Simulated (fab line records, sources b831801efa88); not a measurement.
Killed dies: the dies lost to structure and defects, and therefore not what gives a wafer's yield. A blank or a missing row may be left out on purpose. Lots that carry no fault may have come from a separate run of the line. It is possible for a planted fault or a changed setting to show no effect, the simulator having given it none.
Which tool did it? / flow gf180mcu / 13 lots with 39 wafers sampled at 5 steps, on a route of 602 steps

## WHAT THE GAUGES READ, wafer by wafer
GF_STI_THK_MEAS_04.
lot=L482; measured=day 1 14:07; on=filmMetro-03; STI_CVD_03_THK (nm)=207.5 207.4 207.0
lot=L483; measured=day 1 19:29; on=filmMetro-02; STI_CVD_03_THK (nm)=207.6 206.6 207.0
lot=L485; measured=day 2 04:47; on=filmMetro-02; STI_CVD_03_THK (nm)=209.5 207.9 209.3
lot=L488; measured=day 2 20:55; on=filmMetro-02; STI_CVD_03_THK (nm)=208.4 207.1 209.4
lot=L489; measured=day 3 03:39; on=filmMetro-03; STI_CVD_03_THK (nm)=209.7 208.1 208.1
lot=L490; measured=day 3 09:06; on=filmMetro-03; STI_CVD_03_THK (nm)=206.1 204.4 205.2
lot=L491; measured=day 3 17:16; on=filmMetro-02; STI_CVD_03_THK (nm)=206.1 204.4 207.7
lot=L492; measured=day 3 17:17; on=filmMetro-04; STI_CVD_03_THK (nm)=204.6 203.5 205.1
lot=L497; measured=day 4 17:33; on=filmMetro-04; STI_CVD_03_THK (nm)=209.3 209.9 209.5
lot=L501; measured=day 5 12:35; on=filmMetro-04; STI_CVD_03_THK (nm)=207.0 206.1 208.3
lot=L503; measured=day 5 22:35; on=filmMetro-02; STI_CVD_03_THK (nm)=202.4 203.1 201.8
lot=L504; measured=day 6 05:13; on=filmMetro-02; STI_CVD_03_THK (nm)=205.0 205.0 205.7
lot=L505; measured=day 6 08:35; on=filmMetro-03; STI_CVD_03_THK (nm)=208.3 206.5 207.0

GF_VT_IMPLANT_OVL_MEAS_07.
lot=L482; measured=day 5 16:13; on=overlay-02; VT_IMPLANT_OVL (nm)=-0.9 -1.6 -1.2
lot=L483; measured=day 5 21:17; on=overlay-01; VT_IMPLANT_OVL (nm)=0.3 0.0 0.5
lot=L485; measured=day 6 19:23; on=overlay-01; VT_IMPLANT_OVL (nm)=-1.6 -2.0 -0.7
lot=L488; measured=day 7 16:27; on=overlay-01; VT_IMPLANT_OVL (nm)=0.4 -1.3 0.2
lot=L489; measured=day 7 15:11; on=overlay-01; VT_IMPLANT_OVL (nm)=-0.4 0.2 -1.1
lot=L490; measured=day 7 22:27; on=overlay-02; VT_IMPLANT_OVL (nm)=-1.5 -0.5 -2.3
lot=L491; measured=day 8 10:19; on=overlay-01; VT_IMPLANT_OVL (nm)=-0.5 -1.7 -1.3
lot=L492; measured=day 8 08:28; on=overlay-02; VT_IMPLANT_OVL (nm)=1.6 0.5 -0.8
lot=L497; measured=day 9 17:12; on=overlay-01; VT_IMPLANT_OVL (nm)=2.0 1.4 0.7
lot=L501; measured=day 10 15:20; on=overlay-02; VT_IMPLANT_OVL (nm)=-3.5 -3.5 -3.8
lot=L503; measured=day 11 03:31; on=overlay-01; VT_IMPLANT_OVL (nm)=-0.5 -0.8 0.0
lot=L504; measured=day 11 11:20; on=overlay-02; VT_IMPLANT_OVL (nm)=-1.0 0.3 -2.2
lot=L505; measured=day 11 14:59; on=overlay-02; VT_IMPLANT_OVL (nm)=-2.9 -0.8 -2.1

GF_VT_IMPLANT_RS_MEAS_48: the measuring method here is four-point-probe.
lot=L482; measured=day 7 15:34; on=filmMetro-04; LVPWELL_RS (ohm/sq)=1199 1201 1200
lot=L483; measured=day 7 21:58; on=filmMetro-01; LVPWELL_RS (ohm/sq)=1203 1202 1200
lot=L485; measured=day 8 22:07; on=filmMetro-01; LVPWELL_RS (ohm/sq)=1200 1198 1198
lot=L488; measured=day 9 19:57; on=filmMetro-04; LVPWELL_RS (ohm/sq)=1222 1218 1224
lot=L489; measured=day 9 18:26; on=filmMetro-04; LVPWELL_RS (ohm/sq)=1200 1199 1197
lot=L490; measured=day 10 03:00; on=filmMetro-04; LVPWELL_RS (ohm/sq)=1221 1222 1222
lot=L491; measured=day 10 16:29; on=filmMetro-01; LVPWELL_RS (ohm/sq)=1199 1200 1197
lot=L492; measured=day 10 14:24; on=filmMetro-04; LVPWELL_RS (ohm/sq)=1189 1192 1190
lot=L497; measured=day 12 01:25; on=filmMetro-04; LVPWELL_RS (ohm/sq)=1194 1198 1194
lot=L501; measured=day 13 03:10; on=filmMetro-01; LVPWELL_RS (ohm/sq)=1198 1195 1195
lot=L503; measured=day 13 15:06; on=filmMetro-04; LVPWELL_RS (ohm/sq)=1196 1199 1201
lot=L504; measured=day 14 00:09; on=filmMetro-01; LVPWELL_RS (ohm/sq)=1195 1193 1192
lot=L505; measured=day 14 02:41; on=filmMetro-01; LVPWELL_RS (ohm/sq)=1197 1204 1199

## WHAT TOOL EACH LOT RAN ON (gives the tool, then ch and the chambers of the sampled wafers, and finally the start)
lot=L482; GF_LVPWELL_IMPLANT_08=implanter-03 ch 0, day 3 20:43; GF_VT_IMPLANT_STRIP_09=plasmaAsher-01 ch 0,1, day 5 16:24
lot=L483; GF_LVPWELL_IMPLANT_08=implanter-03 ch 0, day 4 00:16; GF_VT_IMPLANT_STRIP_09=plasmaAsher-04 ch 0,1, day 5 21:28
lot=L485; GF_LVPWELL_IMPLANT_08=implanter-03 ch 0, day 4 21:02; GF_VT_IMPLANT_STRIP_09=plasmaAsher-04 ch 0,1, day 6 19:34
lot=L488; GF_LVPWELL_IMPLANT_08=implanter-03 ch 0, day 5 16:10; GF_VT_IMPLANT_STRIP_09=plasmaAsher-01 ch 1, day 7 16:38
lot=L489; GF_LVPWELL_IMPLANT_08=implanter-04 ch 0, day 5 15:52; GF_VT_IMPLANT_STRIP_09=plasmaAsher-03 ch 0,1, day 7 15:23
lot=L490; GF_LVPWELL_IMPLANT_08=implanter-03 ch 0, day 5 21:58; GF_VT_IMPLANT_STRIP_09=plasmaAsher-03 ch 0,1, day 7 22:39
lot=L491; GF_LVPWELL_IMPLANT_08=implanter-04 ch 0, day 6 08:19; GF_VT_IMPLANT_STRIP_09=plasmaAsher-03 ch 0,1, day 8 10:30
lot=L492; GF_LVPWELL_IMPLANT_08=implanter-04 ch 0, day 6 07:33; GF_VT_IMPLANT_STRIP_09=plasmaAsher-01 ch 0,1, day 8 08:40
lot=L497; GF_LVPWELL_IMPLANT_08=implanter-04 ch 0, day 7 12:37; GF_VT_IMPLANT_STRIP_09=plasmaAsher-01 ch 0,1, day 9 17:23
lot=L501; GF_LVPWELL_IMPLANT_08=implanter-04 ch 0, day 8 09:45; GF_VT_IMPLANT_STRIP_09=plasmaAsher-04 ch 0,1, day 10 15:32
lot=L503; GF_LVPWELL_IMPLANT_08=implanter-02 ch 0, day 8 20:58; GF_VT_IMPLANT_STRIP_09=plasmaAsher-01 ch 0,1, day 11 03:43
lot=L504; GF_LVPWELL_IMPLANT_08=implanter-04 ch 0, day 9 04:13; GF_VT_IMPLANT_STRIP_09=plasmaAsher-03 ch 0,1, day 11 11:33
lot=L505; GF_LVPWELL_IMPLANT_08=implanter-02 ch 0, day 9 07:18; GF_VT_IMPLANT_STRIP_09=plasmaAsher-01 ch 0,1, day 11 15:12
- GF_LVPWELL_IMPLANT_08
- GF_VT_IMPLANT_STRIP_09: strips in O2/N2.

## AS READ BY THE TOOLS THEMSELVES (means over the sampled wafers that have a number; for cases with no such wafer, the mark the record gives instead)
GF_LVPWELL_IMPLANT_08.
lot=L482 tool=implanter-03 doseIonsCm2=1.5e+13
lot=L483 tool=implanter-03 doseIonsCm2=1.5e+13
lot=L485 tool=implanter-03 doseIonsCm2=1.5e+13
lot=L488 tool=implanter-03 doseIonsCm2=1.4e+13
lot=L489 tool=implanter-04 doseIonsCm2=1.5e+13
lot=L490 tool=implanter-03 doseIonsCm2=1.4e+13
lot=L491 tool=implanter-04 doseIonsCm2=1.5e+13
lot=L492 tool=implanter-04 doseIonsCm2=1.5e+13
lot=L497 tool=implanter-04 doseIonsCm2=1.5e+13
lot=L501 tool=implanter-04 doseIonsCm2=1.5e+13
lot=L503 tool=implanter-02 doseIonsCm2=1.5e+13
lot=L504 tool=implanter-04 doseIonsCm2=1.5e+13
lot=L505 tool=implanter-02 doseIonsCm2=1.5e+13

GF_VT_IMPLANT_STRIP_09.
lot=L482; tool=plasmaAsher-01; drypumpMotorCurrentA (A)=5.2; heaterPowerW (W)=292; n2FlowSccm (sccm)=299.8; oesProductAu (a.u.)=0.718; stripTimeToEndpointS (s)=12.61
lot=L483; tool=plasmaAsher-04; drypumpMotorCurrentA (A)=6.0; heaterPowerW (W)=382; n2FlowSccm (sccm)=300.7; oesProductAu (a.u.)=0.719; stripTimeToEndpointS (s)=12.63
lot=L485; tool=plasmaAsher-04; drypumpMotorCurrentA (A)=6.0; heaterPowerW (W)=382; n2FlowSccm (sccm)=299.9; oesProductAu (a.u.)=0.718; stripTimeToEndpointS (s)=12.61
lot=L488; tool=plasmaAsher-01; drypumpMotorCurrentA (A)=5.4; heaterPowerW (W)=284; n2FlowSccm (sccm)=300.3; oesProductAu (a.u.)=0.710; stripTimeToEndpointS (s)=12.63
lot=L489; tool=plasmaAsher-03; drypumpMotorCurrentA (A)=5.5; heaterPowerW (W)=304; n2FlowSccm (sccm)=298.7; oesProductAu (a.u.)=0.715; stripTimeToEndpointS (s)=12.59
lot=L490; tool=plasmaAsher-03; drypumpMotorCurrentA (A)=5.4; heaterPowerW (W)=299; n2FlowSccm (sccm)=298.9; oesProductAu (a.u.)=0.716; stripTimeToEndpointS (s)=12.56
lot=L491; tool=plasmaAsher-03; drypumpMotorCurrentA (A)=5.5; heaterPowerW (W)=303; n2FlowSccm (sccm)=300.6; oesProductAu (a.u.)=0.712; stripTimeToEndpointS (s)=12.66
lot=L492; tool=plasmaAsher-01; drypumpMotorCurrentA (A)=5.2; heaterPowerW (W)=291; n2FlowSccm (sccm)=299.4; oesProductAu (a.u.)=0.715; stripTimeToEndpointS (s)=12.66
lot=L497; tool=plasmaAsher-01; drypumpMotorCurrentA (A)=5.2; heaterPowerW (W)=294; n2FlowSccm (sccm)=300.2; oesProductAu (a.u.)=0.716; stripTimeToEndpointS (s)=12.63
lot=L501; tool=plasmaAsher-04; drypumpMotorCurrentA (A)=6.1; heaterPowerW (W)=384; n2FlowSccm (sccm)=299.9; oesProductAu (a.u.)=0.721; stripTimeToEndpointS (s)=12.66
lot=L503; tool=plasmaAsher-01; drypumpMotorCurrentA (A)=5.2; heaterPowerW (W)=285; n2FlowSccm (sccm)=299.9; oesProductAu (a.u.)=0.719; stripTimeToEndpointS (s)=12.64
lot=L504; tool=plasmaAsher-03; drypumpMotorCurrentA (A)=5.5; heaterPowerW (W)=309; n2FlowSccm (sccm)=299.7; oesProductAu (a.u.)=0.716; stripTimeToEndpointS (s)=12.66
lot=L505; tool=plasmaAsher-01; drypumpMotorCurrentA (A)=5.2; heaterPowerW (W)=287; n2FlowSccm (sccm)=299.8; oesProductAu (a.u.)=0.710; stripTimeToEndpointS (s)=12.58

## THE ANSWER, worked out from the rows above alone
Rule: what is usual is taken from the lots themselves. The widest of any qualifying gaps counts: lots, ordered by their means at a reading, are off when they make up no more than a third of the lots, leave a main group of 4 or more, and stand apart from it by 3 or more times the standard deviation of that group's means. Not used: any main group whose means are identical at the precision the tables above print for the reading. Also off: a lot with no number at a reading for which 4 or more lots have one. Any other lot the step has rows for is counted as sound. Order of review: gauges by route order, followed by the tools' own readings, for which a lot's mean as printed above is used. At the first step where some lot is off, the reading lying furthest off is the one used; lots without a number count as furthest.
Off: at GF_VT_IMPLANT_RS_MEAS_48 (LVPWELL_RS), L488, L490. Mean 1197 ohm/sq and standard deviation 3.2 in the main group.
If a tool, at a process step before that reading, ran all the lots that are off and no sound lot after the first of them, it fits. Gauges at GF_VT_IMPLANT_RS_MEAS_48: tried the same way as those tools. One candidate fits, namely implanter-03 at GF_LVPWELL_IMPLANT_08. A fault onset in the window from L485 (day 4 21:02, its last sound lot) to L488 (day 5 16:10, its first lot off) fits.
On the lots that are off, the tool's own readings at GF_LVPWELL_IMPLANT_08 differ by more than 5 times the standard deviation of the sound lots' means, which bears it out; doseIonsCm2 reads 1.4e+13 there versus 1.5e+13 on the sound lots.

## WHAT THE SIMULATOR PUT IN
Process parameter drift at GF_LVPWELL_IMPLANT_08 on implanter-03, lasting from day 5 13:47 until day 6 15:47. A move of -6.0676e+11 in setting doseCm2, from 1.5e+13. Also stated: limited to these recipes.
Struck lots among those shown: L488, L490. The same result came from the rule above.
